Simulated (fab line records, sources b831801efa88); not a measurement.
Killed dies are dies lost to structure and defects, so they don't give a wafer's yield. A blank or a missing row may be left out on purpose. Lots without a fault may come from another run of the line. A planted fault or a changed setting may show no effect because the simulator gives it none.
A struck lot beside a sound one | flow sfq_line | 15 steps out of a route of 325
Sound: wafers L900.1, L900.3, L900.6. Struck: wafers L897.1, L897.3, L897.4. The cause comes at the end.
At each step with rows: each side's tool, then ch and its chambers, then its first start. Under that, the readings that differ: sound wafers | struck wafers | difference of the means | sigmas: that difference in standard deviations of wafers without a fault.
alike: readings whose means differ by less than 2 such deviations, and words and numbers that are the same on both sides. not compared: withheld readings, readings that some wafer has no value for, bounds like >300 that may hide the same value, and numbers for which the record gives no deviation and whose values overlap.
The two part at a step that has a row with sigmas, a row that says differs or no value, or rows on one side only. Numbers that don't overlap but have no deviation are shown without sigmas and don't part them. A reading that every wafer of one side lacks parts them only if that side has two wafers or more.

first, 1 step without rows for these wafers: SFQ_TRILAYER_M0_STRIP_SOLV_CLEAN_026 (cleans in NMP, time 600 s).
SFQ_TRILAYER_I0_DEP_PECVD_027: deposits SiO2 from SiH4/N2O, time 111.11 s, target thk 500 nm.
  sound on pecvd-02 ch 0,2, day 11 01:44; struck on pecvd-01 ch 0,1,2, day 10 02:55
  alike: heater_power_outer_w, heater_power_w, throttle_valve_pct
SFQ_TRILAYER_I0_CMP_CMP_028: polishes SiO2.
  sound on cmp-02 ch 1,3, day 11 07:51; struck on cmp-01 ch 0,2,3, day 10 07:32
  alike: head_pressure_psi, motor_current_A, time_to_endpoint_s
SFQ_I0_BOW_MEAS_907:
  sound on film_metro-01, day 11 10:51; struck on film_metro-01, day 10 10:32
  alike: I0_BOW
SFQ_TRILAYER_I0_METRO_MEASURE_029:
  sound on film_metro-01, day 11 10:58; struck on film_metro-01, day 10 10:40
  reading     | sound             | struck            | difference | sigmas
  thk_nm (nm) | 199.5 200.1 199.6 | 202.1 201.8 202.2 | +2.3       | +2
then, 6 steps without rows for these wafers: SFQ_TRILAYER_I0_VIA_LITHO_COAT_036 (resist thk 62 nm); SFQ_TRILAYER_I0_VIA_LITHO_COAT_031 (resist thk 650 nm); SFQ_TRILAYER_I0_VIA_LITHO_SOFTBAKE_035; SFQ_TRILAYER_I0_VIA_LITHO_EXPOSE_032 (exposes mask I0, target cd 500 nm); SFQ_TRILAYER_I0_VIA_LITHO_PEB_034 (peb time 60 s); SFQ_TRILAYER_I0_VIA_LITHO_DEVELOP_033 (time 60 s).
-- the record jumps here: 4 days lie between the struck wafers' starts before and after --
SFQ_I0_OVL_MEAS_908:
  sound on overlay-02, day 15 21:14; struck on overlay-02, day 14 19:56
  alike: I0_OVL
SFQ_TRILAYER_I0_VIA_BARC_OPEN_VIA_ETCH_046: etches BARC in O2, target depth 125 nm, time 41.7 s.
  sound on rie_diel-04 ch 0,1,2, day 15 21:17; struck on rie_diel-02 ch 0,2,3, day 14 19:59
  reading                                                 | sound             | struck            | difference | sigmas
  oes_product_au (a.u.)                                   | 0.686 0.682 0.686 | 0.679 0.666 0.666 | -0.014     | -3
  run_length_s (s)                                        | 69.6 70.3 70.0    | 72.2 72.4 72.6    | +2.4       | +5
  model.KrF_of_TRILAYER_I0_VIA_LITHO_COAT_031.thk_nm (nm) | 573.2 574.1 574.5 | 567.7 571.2 571.7 | -3.7       |
  alike: drypump_motor_current_A
  not compared: rf_hours_counter_h
SFQ_TRILAYER_I0_VIA_ETCH_VIA_ETCH_034: etches SiO2 in CHF3, stops on Nb, target depth 260 nm.
  sound on rie_diel-04 ch 0,1,2, day 15 21:19; struck on rie_diel-02 ch 0,2,3, day 14 20:01
  reading                                                 | sound           | struck        | difference | sigmas
  model.KrF_of_TRILAYER_I0_VIA_LITHO_COAT_031.thk_nm (nm) | 528 528.6 529.4 | 523 526.7 527 | -3         |
  alike: drypump_motor_current_A, oes_product_au
SFQ_TRILAYER_I0_VIA_STRIP_STRIP_035: strips in O2.
  sound on rie_metal-03 ch 0, day 15 21:26; struck on rie_metal-02 ch 0,1, day 14 20:08
  alike: drypump_motor_current_A, he_backside_leak_sccm, oes_product_au
  not compared: rf_hours_counter_h

WHERE THEY PART
First at SFQ_TRILAYER_I0_METRO_MEASURE_029; last, within this record, at SFQ_TRILAYER_I0_VIA_BARC_OPEN_VIA_ETCH_046. Later steps at which nothing parts them and some readings are alike: SFQ_TRILAYER_I0_VIA_ETCH_VIA_ETCH_034, SFQ_TRILAYER_I0_VIA_STRIP_STRIP_035.

WHY: what the simulator had put in
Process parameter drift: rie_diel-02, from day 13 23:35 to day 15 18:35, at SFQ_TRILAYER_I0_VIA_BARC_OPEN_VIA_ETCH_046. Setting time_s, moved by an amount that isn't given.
